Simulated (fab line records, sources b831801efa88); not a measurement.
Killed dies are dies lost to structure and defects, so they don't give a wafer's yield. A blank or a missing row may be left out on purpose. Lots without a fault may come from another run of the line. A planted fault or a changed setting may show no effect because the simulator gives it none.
A struck lot beside a sound one | flow sky130 | 28 steps out of a route of 708
Sound: wafers L890.1, L890.3, L890.6. Struck: wafer L897.5. (L897.1 of the same lot was not struck and is left out.) The cause comes at the end.
At each step with rows: each side's tool, then ch and its chambers, then its first start. Under that, the readings that differ: sound wafers | struck wafers | difference of the means | sigmas: that difference in standard deviations of wafers without a fault.
alike: readings whose means differ by less than 2 such deviations, and words and numbers that are the same on both sides. not compared: withheld readings, readings that some wafer has no value for, bounds like >300 that may hide the same value, and numbers for which the record gives no deviation and whose values overlap.
The two part at a step that has a row with sigmas, a row that says differs or no value, or rows on one side only. Numbers that don't overlap but have no deviation are shown without sigmas and don't part them. A reading that every wafer of one side lacks parts them only if that side has two wafers or more.

SKY_VIA4_ETCH_12: etches SiO2 in C4F8/O2/Ar, stops on TiN, target depth 580 nm.
  sound on rie_diel-02 ch 0,3, day 45 00:34; struck on rie_diel-02 ch 3, day 46 06:53
  alike: bias_w, oes_product_au
SKY_VIA4_STRIP_13: strips in O2/N2.
  sound on plasma_asher-02 ch 0,1, day 45 00:38; struck on plasma_asher-04 ch 1, day 46 06:58
  alike: drypump_motor_current_A, oes_product_au, strip_time_to_endpoint_s
  not compared: rf_hours_counter_h
then, 5 steps without rows for these wafers: SKY_VIA4_STRIP_14 (strips in post etch residue remover, time 1200 s); SKY_VIA4_CLEAN_15 (cleans in IPA, time 180 s); SKY_VIA4_CLEAN_16 (cleans in O3/DIW); SKY_VIA4_SPUTTER_17 (material TiN, target thk 20 nm, time 80 s); SKY_VIA4_CVD_18 (deposits W, target thk 505 nm, time 152.14 s).
SKY_VIA4_RS_MEAS_19: measures by four-point-probe.
  sound on film_metro-02, day 45 01:28; struck on film_metro-04, day 46 07:46
  alike: VIA4_W_RS
SKY_VIA4_THK_MEAS_20: measures by xrf.
  sound on film_metro-02, day 45 01:35; struck on film_metro-04, day 46 07:53
  alike: VIA4_W_THK
then, 2 steps without rows for these wafers: SKY_VIA4_CMP_21 (polishes, stops on SiO2, t overpolish 25 s, target thk 0 nm); SKY_METAL5_SPUTTER_00 (material Ti, target thk 15 nm, time 10 s).
SKY_METAL5_SPUTTER_01: material TiN, target thk 20 nm, time 16.7 s.
  sound on pvd_sputter-03, day 45 01:58; struck on pvd_sputter-02, day 46 08:45
  alike: throttle_valve_pct
SKY_METAL5_SPUTTER_02: material AlCu, target thk 1150 nm, time 61.2 s.
  sound on pvd_sputter-03, day 45 01:59; struck on pvd_sputter-02, day 46 08:47
  reading                                     | sound          | struck | difference | sigmas
  model.AlCu_of_METAL5_SPUTTER_02.thk_nm (nm) | 1156 1164 1160 | 1111   | -49        |
  alike: throttle_valve_pct
then, 1 step without rows for these wafers: SKY_METAL5_SPUTTER_03 (material Ti, target thk 5 nm, time 3.3 s).
SKY_METAL5_SPUTTER_04: material TiN, target thk 70 nm, time 58.3 s.
  sound on pvd_sputter-03, day 45 02:04; struck on pvd_sputter-02, day 46 08:51
  alike: throttle_valve_pct
SKY_METAL5_RS_MEAS_05: measures by four-point-probe.
  sound on film_metro-02, day 45 02:07; struck on film_metro-04, day 46 08:54
  reading                 | sound                | struck | difference | sigmas
  METAL5_ALCU_RS (ohm/sq) | 0.0270 0.0268 0.0268 | 0.0279 | +0.0010    | +3
SKY_METAL5_THK_MEAS_06: measures by xrf.
  sound on film_metro-02, day 45 02:14; struck on film_metro-04, day 46 09:01
  reading              | sound          | struck | difference | sigmas
  METAL5_ALCU_THK (nm) | 1155 1163 1162 | 1106   | -54        | -3
then, 8 steps without rows for these wafers: SKY_METAL5_DEHYDRATE_07 (time 60 s); SKY_METAL5_HMDS_08 (prime time 60 s); SKY_METAL5_COAT_09 (resist thk 1800 nm); SKY_METAL5_SOFTBAKE_10 (time 60 s); SKY_METAL5_EXPOSE_11 (exposes mask MM5, target cd 1600 nm); SKY_METAL5_PEB_12; SKY_METAL5_DEVELOP_13 (develop time 60 s); SKY_METAL5_DESCUM_14 (chemistry O2, time 11 s).
SKY_METAL5_METAL_ETCH_15: etches the open film in Cl2/BCl3, stops on SiO2, target depth 1260 nm, time 252 s.
  sound on rie_metal-04 ch 0,1, day 45 23:37; struck on rie_metal-03 ch 1, day 47 04:53
  reading                            | sound             | struck | difference | sigmas
  bias_w (W)                         | 48.70 48.64 48.58 | 48.30  | -0.34      | -2
  model.METAL5.feature_depth_nm (nm) | 1266 1258 1254    | 1241   | -18        |
  model.etch.depth_nm (nm)           | 1266 1258 1254    | 1241   | -18        |
  alike: drypump_motor_current_A, oes_product_au, throttle_valve_pct
  not compared: rf_hours_counter_h
SKY_METAL5_STRIP_16: strips in O2/N2.
  sound on plasma_asher-03 ch 0,1, day 45 23:52; struck on plasma_asher-02 ch 1, day 47 05:08
  alike: drypump_motor_current_A, oes_product_au, strip_time_to_endpoint_s
  not compared: rf_hours_counter_h
SKY_PAD_OPEN_PROBE_99:
  sound on prober-02, day 47 18:32; struck on prober-01, day 49 00:02
  reading                      | sound                   | struck  | difference | sigmas
  killed_at_M4_up              | 3 2 2                   | 7       | +5         | +3
  model.etest.met5.rs_ohm_sq   | 0.02705 0.02674 0.02659 | 0.02801 | +0.00122   |
  model.etest.met5.line_ohm_um | 0.01695 0.0167 0.01663  | 0.01758 | +0.00082   |
  alike: defect_limited_yield, killed_at_M0_to_M3, killed_at_contacts, killed_at_front_end, killed_at_other, killed_dies, killed_open, killed_short, sort_bin_3_pad_short, sort_bin_5_function, sort_bin_6_memory, sort_n_pass, sort_yield_pct

WHERE THEY PART
First at SKY_METAL5_RS_MEAS_05; last, within this record, at SKY_PAD_OPEN_PROBE_99.

WHY: what the simulator had put in
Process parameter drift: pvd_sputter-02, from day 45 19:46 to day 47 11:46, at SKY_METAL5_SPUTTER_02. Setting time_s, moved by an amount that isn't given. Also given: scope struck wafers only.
